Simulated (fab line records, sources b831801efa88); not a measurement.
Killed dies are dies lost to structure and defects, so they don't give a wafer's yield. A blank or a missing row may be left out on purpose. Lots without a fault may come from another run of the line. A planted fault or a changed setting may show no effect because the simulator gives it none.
A struck lot beside a sound one | flow sky130 | 14 steps out of a route of 708
Sound: wafers L856.1, L856.2, L856.3. Struck: wafers L866.1, L866.3, L866.6. The cause comes at the end.
At each step with rows: each side's tool, then ch and its chambers, then its first start. Under that, the readings that differ: sound wafers | struck wafers | difference of the means | sigmas: that difference in standard deviations of wafers without a fault.
alike: readings whose means differ by less than 2 such deviations, and words and numbers that are the same on both sides. not compared: withheld readings, readings that some wafer has no value for, bounds like >300 that may hide the same value, and numbers for which the record gives no deviation and whose values overlap.
The two part at a step that has a row with sigmas, a row that says differs or no value, or rows on one side only. Numbers that don't overlap but have no deviation are shown without sigmas and don't part them. A reading that every wafer of one side lacks parts them only if that side has two wafers or more.

first, 8 steps without rows for these wafers: SKY_VIA3_DEHYDRATE_04 (time 60 s); SKY_VIA3_HMDS_05 (prime time 60 s); SKY_VIA3_COAT_06 (resist thk 60 nm); SKY_VIA3_COAT_07 (resist thk 450 nm); SKY_VIA3_SOFTBAKE_08 (time 90 s); SKY_VIA3_EXPOSE_09 (exposes mask VIM3, target cd 200 nm); SKY_VIA3_PEB_10; SKY_VIA3_DEVELOP_11 (develop time 60 s).
SKY_VIA3_CD_MEAS_12: target cd 200 nm.
  sound on cd_sem-01, day 40 21:43; struck on cd_sem-01, day 43 18:18
  alike: cd_nm
SKY_VIA3_OVL_MEAS_13:
  sound on overlay-02, day 40 21:50; struck on overlay-01, day 43 18:25
  reading       | sound    | struck | difference | sigmas
  VIA3_OVL (nm) | -3 -5 -7 | 9 7 1  | +11        | +2
SKY_VIA3_ETCH_14: etches BARC in N2/H2, stops on SiO2, time 45.9 s, target depth 60 nm.
  sound on rie_diel-02 ch 1,2,3, day 40 21:52; struck on rie_diel-02 ch 0,1, day 43 18:28
  alike: drypump_motor_current_A, h2_flow_sccm, oes_product_au, throttle_valve_pct
  not compared: rf_hours_counter_h
SKY_VIA3_ETCH_15: etches SiO2 in C4F8/O2/Ar, stops on TiN, target depth 507 nm, time 78 s.
  sound on rie_diel-02 ch 1,2,3, day 40 21:55; struck on rie_diel-02 ch 0,1, day 43 18:30
  alike: oes_product_au
SKY_VIA3_STRIP_16: strips in O2/N2.
  sound on plasma_asher-01 ch 0,1, day 40 21:58; struck on plasma_asher-03 ch 0,1, day 43 18:34
  no value came back on the struck wafers for chamber_pressure_mTorr (mTorr), drypump_motor_current_A (A), oes_product_au (a.u.), strip_time_to_endpoint_s (s); on the sound wafers chamber_pressure_mTorr (mTorr) reads 1497.3 1498.7 1501.1
  reading                                     | sound | struck            | difference | sigmas
  model.KrF-thick_of_VIA3_COAT_07.thk_nm (nm) | 0 0 0 | 287.9 292.1 290.9 | +290.3     |
  not compared: rf_hours_counter_h
then, 1 step without rows for these wafers: SKY_VIA3_STRIP_17 (strips in post etch residue remover, time 1200 s).

WHERE THEY PART
First at SKY_VIA3_OVL_MEAS_13; last, within this record, at SKY_VIA3_STRIP_16.

WHY: what the simulator had put in
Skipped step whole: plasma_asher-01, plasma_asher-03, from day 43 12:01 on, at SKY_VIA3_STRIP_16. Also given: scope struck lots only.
